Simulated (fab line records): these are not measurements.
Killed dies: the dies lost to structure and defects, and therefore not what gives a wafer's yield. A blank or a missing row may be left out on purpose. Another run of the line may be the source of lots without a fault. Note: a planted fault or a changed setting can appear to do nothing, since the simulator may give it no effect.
Which tool was responsible?    flow gf180mcu    18 wafers sampled from 6 lots at 1 step of a route of 602

WHAT THE GAUGES READ, wafer by wafer
GF_M2_CD_MEAS_14 targets a cd of 280 nm.
lot   measured      on         cd_nm (nm)
L265  day 21 03:27  cd_sem-01  279.0 278.6 278.5
L267  day 22 02:17  cd_sem-01  276.6 277.6 276.8
L270  day 23 00:58  cd_sem-01  279.4 279.5 278.8
L272  day 23 20:43  cd_sem-01  277.3 279.7 278.6
L274  day 24 13:29  cd_sem-01  279.9 280.5 280.1
L283  day 27 01:12  cd_sem-01  281.4 281.5 282.2

EACH LOT AND THE TOOL THAT RAN IT (in order: tool; ch and the chambers of the sampled wafers; start)
The record holds no process step before these readings.

THE ANSWER, worked out from the rows above alone
Rule: what is usual is taken from the lots themselves. Put in order of their means at a reading, lots are off if they are a third of the lots or fewer, leave a main group of 4 or more, and stand apart from it by a gap of 3 or more times the standard deviation of the main group's means; of several such gaps the widest counts. Not used: any main group whose means are identical at the precision the tables above print for the reading. Also off: a lot with no number at a reading for which 4 or more lots have one. All remaining lots with rows at the step are treated as sound.
None of the lots is off at any reading shown; this tells nothing.

WHAT WAS PUT IN BY THE SIMULATOR
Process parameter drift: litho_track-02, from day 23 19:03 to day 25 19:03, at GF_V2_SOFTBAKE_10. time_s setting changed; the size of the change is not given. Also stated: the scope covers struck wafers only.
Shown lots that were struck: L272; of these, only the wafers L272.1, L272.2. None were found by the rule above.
